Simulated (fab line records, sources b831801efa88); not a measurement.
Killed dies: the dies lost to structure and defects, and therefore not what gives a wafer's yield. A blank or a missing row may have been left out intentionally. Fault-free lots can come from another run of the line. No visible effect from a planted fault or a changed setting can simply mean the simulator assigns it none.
Which tool was responsible?    flow sfq line    14 lots, 42 wafers sampled, at 1 step of a route of 325

== WHAT EACH GAUGE READ, for each wafer ==
No reading from a measuring or inspecting step in the record can be judged against a usual standard deviation.

== TOOL THAT RAN EACH LOT (tool first, then ch and the chambers of the sampled wafers, then the start) ==
lot   SFQ_TRILAYER_M6_BARC_OPEN_METAL_ETCH_206
L933  rie metal-03 ch 0,1, day 77 09:43
L934  rie metal-03 ch 0,1, day 77 12:08
L936  rie metal-02 ch 0,1, day 77 15:43
L937  rie metal-02 ch 0,1, day 77 18:07
L938  rie metal-03 ch 0,1, day 77 21:43
L941  rie metal-03 ch 0,1, day 78 04:56
L944  rie metal-03 ch 0,1, day 78 09:43
L945  rie metal-02 ch 0,1, day 78 15:44
L946  rie metal-04 ch 0,1, day 78 21:23
L947  rie metal-03 ch 0,1, day 79 03:23
L948  rie metal-02 ch 0,1, day 79 06:59
L954  rie metal-02 ch 0,1, day 80 16:35
L955  rie metal-02 ch 0,1, day 80 21:23
L956  rie metal-04 ch 0,1, day 81 00:14
- SFQ_TRILAYER_M6_BARC_OPEN_METAL_ETCH_206: etches BARC in O2, target depth 125 nm, time 41.7 s.

== AS READ BY THE TOOLS THEMSELVES (means over the sampled wafers that have a number; for cases with no such wafer, the mark the record gives instead) ==
SFQ_TRILAYER_M6_BARC_OPEN_METAL_ETCH_206. Usual: drypump motor current A 5.3 A, standard deviation 0.31; he backside leak sccm 3.6 sccm, standard deviation 0.47; oes product au 0.686 a.u., standard deviation 0.0046; rf fwd power W 593.9 W, standard deviation 2.2.
lot   tool          drypump motor current A (A)  he backside leak sccm (sccm)  oes product au (a.u.)  rf fwd power W (W)  flag
L933  rie metal-03  5.3                          3.4                           0.689                  592.1               
L934  rie metal-03  5.4                          4.5                           0.689                  594.3               
L936  rie metal-02  5.4                          3.5                           0.683                  596.4               
L937  rie metal-02  5.4                          3.6                           0.684                  594.6               
L938  rie metal-03  5.3                          4.4                           0.689                  593.9               
L941  rie metal-03  5.4                          3.5                           0.689                  595.5               
L944  rie metal-03  5.4                          3.4                           0.688                  687.7               OFF
L945  rie metal-02  5.0                          3.5                           0.689                  593.7               
L946  rie metal-04  5.3                          3.6                           0.688                  591.0               
L947  rie metal-03  5.4                          3.5                           0.684                  690.7               OFF
L948  rie metal-02  5.0                          3.7                           0.685                  595.5               
L954  rie metal-02  5.0                          3.6                           0.689                  596.4               
L955  rie metal-02  5.4                          3.5                           0.686                  594.5               
L956  rie metal-04  5.2                          3.4                           0.685                  591.4               

== THE ANSWER, worked out from the rows above alone ==
Rule: lot off if the mean of its wafers having a number is beyond 3 standard deviations from the usual mean. A lot without any number at a reading at which 4 lots or more have one is off too. Any other lot the step has rows for is counted as sound. Order of review: gauges by route order, followed by the tools' own readings, for which a lot's mean as printed above is used. At the first step where some lot is off, the reading lying furthest off is the one used; lots without a number count as furthest.
Off: L944, L947, at SFQ_TRILAYER_M6_BARC_OPEN_METAL_ETCH_206 (rf fwd power W).
If a tool, at that step or one of the process steps before it, ran each lot that is off and ran no sound lot following the first of them, it fits. One candidate fits, namely rie metal-03 at SFQ_TRILAYER_M6_BARC_OPEN_METAL_ETCH_206. Its last sound lot is L941 (day 78 04:56), its first lot that is off L944 (day 78 09:43): a fault that began between those two fits.
The tool's own readings at SFQ_TRILAYER_M6_BARC_OPEN_METAL_ETCH_206 bear it out: on the lots that are off they differ by more than 5 times the standard deviation of the sound lots' means. rf fwd power W reads 689.2 W there against 594.1 W on the sound lots.

== WHAT WAS PUT IN BY THE SIMULATOR ==
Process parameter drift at SFQ_TRILAYER_M6_BARC_OPEN_METAL_ETCH_206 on rie metal-03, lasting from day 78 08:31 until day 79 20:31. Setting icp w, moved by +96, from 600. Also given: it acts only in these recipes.
Shown lots that were struck: L944, L947. The rule above reached the same finding.
